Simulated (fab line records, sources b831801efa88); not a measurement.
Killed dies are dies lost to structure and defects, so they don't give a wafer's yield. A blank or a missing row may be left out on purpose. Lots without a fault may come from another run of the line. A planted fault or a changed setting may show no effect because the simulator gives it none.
fab line records | flow gf180mcu
record lots=13 wafers=39 last_day=34
route steps=602 shown LVPWELL@65 DUAL_GATE@152 POLY_GATE@174 HV_LDD@185
lots that met no fault: from a run of the same line without faults
start_h: hours from the record's first day to the start of the lot's first wafer shown | wait_h: hours since the lot's step before | " the same as in the row above | L1.1+2: a row that stands for several wafers | - no value, or no start given | * or withheld: withheld | < > ~ a bound
route shown NAME@n: a module of which the file shows steps, and the number in the route of the first | usual: mean/standard deviation of fault-free wafers | same: alike in all rows | chamber/n: place in a boat | sites: the reading at each site | _std_site: their standard deviation | _edge_site: outer sites' mean less inner sites' | radius_mm: how far each site lies from the wafer's centre | mask NAME#n: copy n | behind: the tool/chamber that last shaped the wafer | hold: why the lot was held/for how many hours/how that ended | device: the transistor (n, p or np) that didn't switch | end of line: the same wafers' tests at the end of the route | a step without rows: its recipe alone | killed: dies lost to structure and defects at the first sort, not the wafer's yield | map: a wafer's dies, x killed, . not, _ none there
set.NAME: the setting as run; set.NAME@STEP: as run at that earlier step | model.NAME: the simulator's own value behind a step, which no gauge read
steps of the route over a sample of lots; a table a step, a row a wafer
services: from which hour (start_h, from the record's first day; less than 0 if before it) a tool's chamber was out of use, for how many hours, and why
## steps
# step GF_LVPWELL_TW_MEAS_11
# usual LVPWELL_TW=559/4.1
# columns lot.wafer tool chamber start_h wait_h LVPWELL_TW
L401.1 film_metro-02 - 72.00 0.1 555
L401.5 " - " " 557
L401.6 " - " " 556
L402.2 film_metro-03 - 74.69 0.1 563
L402.4 " - " " 562
L402.5 " - " " 563
L404.1 film_metro-02 - 85.18 0.1 561
L404.2 " - " " 560
L404.6 " - " " 558
L407.2 film_metro-04 - 102.35 0.1 565
L407.4 " - " " 564
L407.5 " - " " 564
L408.2 film_metro-03 - 110.14 0.1 560
L408.3 " - " " 563
L408.6 " - " " 558
L409.1 film_metro-02 - 115.09 0.1 558
L409.3 " - " " 556
L409.5 " - " " 556
L412.3 film_metro-03 - 133.65 0.1 557
L412.4 " - " " 560
L412.6 " - " " 558
L415.1 film_metro-04 - 150.40 0.1 573
L415.3 " - " " 568
L415.4 " - " " 569
L419.1 film_metro-03 - 171.79 0.1 559
L419.3 " - " " 561
L419.6 " - " " 563
L420.4 film_metro-02 - 178.23 0.1 557
L420.5 " - " " 555
L420.6 " - " " 552
L421.1 film_metro-02 - 183.65 0.1 552
L421.2 " - " " 555
L421.3 " - " " 555
L422.2 film_metro-02 - 189.26 0.1 555
L422.3 " - " " 557
L422.4 " - " " 557
L424.2 film_metro-03 - 199.65 0.1 561
L424.5 " - " " 560
L424.6 " - " " 559
# step GF_DUAL_GATE_OVL_MEAS_11
# usual DUAL_GATE_OVL=-0.3/1.2
# columns lot.wafer tool chamber start_h wait_h DUAL_GATE_OVL[nm]
L401.1 overlay-01 - 180.64 0.1 2.6
L401.5 " - " " 1.7
L401.6 " - " " 0.9
L402.2 overlay-02 - 186.19 0.1 1.9
L402.4 " - " " -0.9
L402.5 " - " " 1.2
L404.1 overlay-02 - 195.22 0.1 -1.3
L404.2 " - " " 0.4
L404.6 " - " " 0.5
L407.2 overlay-02 - 216.32 0.1 1.7
L407.4 " - " " -0.2
L407.5 " - " " -2.0
L408.2 overlay-02 - 226.99 0.1 -1.0
L408.3 " - " " 1.9
L408.6 " - " " 1.8
L409.1 overlay-01 - 231.99 0.1 0.3
L409.3 " - " " 0.3
L409.5 " - " " -2.0
L412.3 overlay-01 - 258.22 0.1 -2.3
L412.4 " - " " -1.8
L412.6 " - " " -1.9
L415.1 overlay-01 - 278.51 0.1 -0.8
L415.3 " - " " -0.9
L415.4 " - " " -2.2
L419.1 overlay-02 - 303.06 0.1 -1.1
L419.3 " - " " -0.5
L419.6 " - " " -0.5
L420.4 overlay-02 - 310.37 0.1 -1.3
L420.5 " - " " -1.6
L420.6 " - " " -0.4
L421.1 overlay-01 - 319.66 0.1 0.1
L421.2 " - " " -1.1
L421.3 " - " " -1.4
L422.2 overlay-02 - 323.64 0.1 0.0
L422.3 " - " " -0.3
L422.4 " - " " -1.5
L424.2 overlay-02 - 337.86 0.1 1.0
L424.5 " - " " 1.2
L424.6 " - " " 1.2
# step GF_POLY_GATE_THK_MEAS_17
# recipe reads=SiO2_of_POLY_GATE_OXIDATION_16
# usual POLY_GATE_OXIDATION_THK=4.00/0.084
# columns lot.wafer tool chamber start_h wait_h POLY_GATE_OXIDATION_THK[nm]
L401.1 film_metro-02 - 204.08 0.0 3.92
L401.5 " - " " 3.98
L401.6 " - " " 4.00
L402.2 film_metro-04 - 208.19 0.0 3.97
L402.4 " - " " 3.82
L402.5 " - " " 3.83
L404.1 film_metro-01 - 218.58 0.0 3.94
L404.2 " - " " 3.93
L404.6 " - " " 3.94
L407.2 film_metro-01 - 240.79 0.0 4.07
L407.4 " - " " 4.08
L407.5 " - " " 4.04
L408.2 film_metro-02 - 250.21 0.0 3.99
L408.3 " - " " 4.02
L408.6 " - " " 3.97
L409.1 film_metro-01 - 254.63 0.0 3.91
L409.3 " - " " 4.02
L409.5 " - " " 3.95
L412.3 film_metro-02 - 284.00 0.0 4.00
L412.4 " - " " 3.91
L412.6 " - " " 4.03
L415.1 film_metro-02 - 305.09 0.0 3.99
L415.3 " - " " 3.99
L415.4 " - " " 3.99
L419.1 film_metro-01 - 330.62 0.0 4.04
L419.3 " - " " 3.99
L419.6 " - " " 3.99
L420.4 film_metro-02 - 338.00 0.0 3.99
L420.5 " - " " 3.97
L420.6 " - " " 3.98
L421.1 film_metro-01 - 349.86 0.0 4.05
L421.2 " - " " 4.01
L421.3 " - " " 4.10
L422.2 film_metro-04 - 349.87 0.0 4.16
L422.3 " - " " 4.12
L422.4 " - " " 4.11
L424.2 film_metro-02 - 364.22 0.0 4.03
L424.5 " - " " 4.00
L424.6 " - " " 4.10
# step GF_HV_LDD_IMPLANT_09
# recipe species=As energy_kev=40 dose_cm2=1e+14 tilt_deg=7
# usual dose_ions_cm2=1e+14/1.2e+11 faraday_current_uA=564/11
# columns lot.wafer tool chamber start_h wait_h dose_ions_cm2 faraday_current_uA
L401.1 implanter-01 0 221.49 0.0 1.0021e+14 570
L401.5 " 0 " " 9.996e+13 580
L401.6 " 0 " " 1.0002e+14 564
L402.2 implanter-03 0 225.92 0.0 1.0006e+14 566
L402.4 " 0 " " 1.0001e+14 564
L402.5 " 0 " " 1.0006e+14 567
L404.1 implanter-04 0 236.51 0.0 1.0009e+14 580
L404.2 " 0 " " 1.0007e+14 579
L404.6 " 0 " " 1.0018e+14 558
L407.2 implanter-01 0 259.40 0.0 1.072e+13 62
L407.4 " 0 " " 1.077e+13 62
L407.5 " 0 " " 1.066e+13 62
L408.2 implanter-03 0 269.42 0.0 9.992e+13 574
L408.3 " 0 " " 1.0007e+14 574
L408.6 " 0 " " 9.999e+13 568
L409.1 implanter-01 0 274.07 0.0 1.087e+13 61
L409.3 " 0 " " 1.08e+13 60
L409.5 " 0 " " 1.096e+13 64
L412.3 implanter-04 0 304.39 0.1 1.0005e+14 565
L412.4 " 0 " " 1.002e+14 576
L412.6 " 0 " " 9.996e+13 577
L415.1 implanter-04 0 325.94 0.0 1.0023e+14 582
L415.3 " 0 " " 1.0013e+14 555
L415.4 " 0 " " 1.0016e+14 575
L419.1 implanter-01 0 352.84 0.0 9.98e+13 572
L419.3 " 0 " " 9.998e+13 580
L419.6 " 0 " " 9.98e+13 574
L420.4 implanter-01 0 359.65 0.1 1.0012e+14 569
L420.5 " 0 " " 9.997e+13 572
L420.6 " 0 " " 1.002e+14 575
L421.1 implanter-01 0 371.47 0.0 1.0013e+14 573
L421.2 " 0 " " 1.0004e+14 569
L421.3 " 0 " " 1.0019e+14 550
L422.2 implanter-04 0 371.52 0.0 1.0008e+14 552
L422.3 " 0 " " 1.0001e+14 556
L422.4 " 0 " " 9.999e+13 573
L424.2 implanter-04 0 386.62 0.0 9.978e+13 563
L424.5 " 0 " " 1.0003e+14 567
L424.6 " 0 " " 1.0015e+14 564
# step GF_HV_LDD_TW_MEAS_11
# usual HV_LDD_TW=2415/22
# columns lot.wafer tool chamber start_h wait_h HV_LDD_TW
L401.1 film_metro-02 - 221.74 0.1 2377
L401.5 " - " " 2395
L401.6 " - " " 2392
L402.2 film_metro-02 - 226.15 0.1 2394
L402.4 " - " " 2392
L402.5 " - " " 2398
L404.1 film_metro-02 - 236.76 0.1 2399
L404.2 " - " " 2406
L404.6 " - " " 2399
L407.2 film_metro-04 - 259.63 0.1 1238
L407.4 " - " " 1244
L407.5 " - " " 1225
L408.2 film_metro-02 - 269.65 0.1 2389
L408.3 " - " " 2383
L408.6 " - " " 2388
L409.1 film_metro-04 - 274.32 0.1 1243
L409.3 " - " " 1246
L409.5 " - " " 1251
L412.3 film_metro-04 - 304.61 0.1 2431
L412.4 " - " " 2459
L412.6 " - " " 2444
L415.1 film_metro-04 - 326.19 0.1 2426
L415.3 " - " " 2420
L415.4 " - " " 2426
L419.1 film_metro-03 - 353.09 0.1 2396
L419.3 " - " " 2412
L419.6 " - " " 2400
L420.4 film_metro-03 - 359.85 0.1 2405
L420.5 " - " " 2401
L420.6 " - " " 2410
L421.1 film_metro-04 - 371.72 0.1 2434
L421.2 " - " " 2445
L421.3 " - " " 2442
L422.2 film_metro-03 - 371.75 0.1 2392
L422.3 " - " " 2407
L422.4 " - " " 2421
L424.2 film_metro-02 - 386.85 0.1 2377
L424.5 " - " " 2379
L424.6 " - " " 2388
# step GF_HV_LDD_RS_MEAS_53
# recipe thk_meas_gauge=four-point-probe
# usual HV_LDD_RS=418.2/0.89
# columns lot.wafer tool chamber start_h wait_h HV_LDD_RS[ohm/sq]
L401.1 film_metro-04 - 279.71 0.1 420.1
L401.5 " - " " 418.7
L401.6 " - " " 418.9
L402.2 film_metro-03 - 283.46 0.1 418.3
L402.4 " - " " 417.9
L402.5 " - " " 417.9
L404.1 film_metro-04 - 296.67 0.1 417.9
L404.2 " - " " 417.8
L404.6 " - " " 418.7
L407.2 film_metro-03 - 320.44 0.1 756.3
L407.4 " - " " 756.9
L407.5 " - " " 762.1
L408.2 film_metro-03 - 331.37 0.1 417.6
L408.3 " - " " 418.1
L408.6 " - " " 417.2
L409.1 film_metro-02 - 335.84 0.1 753.9
L409.3 " - " " 754.2
L409.5 " - " " 753.7
L412.3 film_metro-04 - 369.21 0.1 416.4
L412.4 " - " " 416.5
L412.6 " - " " 417.2
L415.1 film_metro-04 - 393.82 0.1 418.0
L415.3 " - " " 418.0
L415.4 " - " " 419.5
L419.1 film_metro-03 - 422.65 0.1 418.6
L419.3 " - " " 418.3
L419.6 " - " " 417.0
L420.4 film_metro-04 - 430.33 0.1 418.1
L420.5 " - " " 418.3
L420.6 " - " " 419.2
L421.1 film_metro-04 - 443.09 0.1 417.5
L421.2 " - " " 418.3
L421.3 " - " " 418.8
L422.2 film_metro-02 - 444.01 0.1 419.0
L422.3 " - " " 419.5
L422.4 " - " " 418.6
L424.2 film_metro-02 - 459.24 0.1 416.8
L424.5 " - " " 418.7
L424.6 " - " " 418.3
## services
# columns tool chamber start_h hours kind
implanter-03 - 222.23 0.8 repair
implanter-03 - 280.46 1.6 repair
implanter-03 - 307.65 5.9 repair
implanter-03 - 365.17 3.1 repair
## key
first_sign step=GF_HV_LDD_IMPLANT_09 reading=dose_ions_cm2 direction=down sigmas=99+ usual=1e+14 struck=1.08e+13
effect step=GF_HV_LDD_IMPLANT_09 reading=faraday_current_uA direction=down sigmas=46 usual=564 struck=62
effect step=GF_HV_LDD_TW_MEAS_11 reading=HV_LDD_TW direction=down sigmas=54 usual=2415 struck=1241
effect step=GF_HV_LDD_RS_MEAS_53 reading=HV_LDD_RS direction=up sigmas=99+ usual=418.2 struck=756.2
met_at GF_HV_LDD_IMPLANT_09
struck_lots L407,L409
tester_left_out L407,L409
not_acting_at GF_LVPWELL_TW_MEAS_11,GF_DUAL_GATE_OVL_MEAS_11,GF_POLY_GATE_THK_MEAS_17
onset_between 221.49 259.40
fault kind=process_parameter_drift tool=implanter-01 chamber=- onset_h=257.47 steps=GF_HV_LDD_IMPLANT_09 channel=dose_cm2 offset=-8.907e+13 shape=step end_h=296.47 acts_in=these_recipes_only stated=1e+14
# tester_left_out: of these lots the tester's yield and bins aren't shown, on N5 and GAA mostly nor the transistor test; their killed dies are dies lost to structure and defects alone, not to doping, threshold or leakage, so they don't give the yield
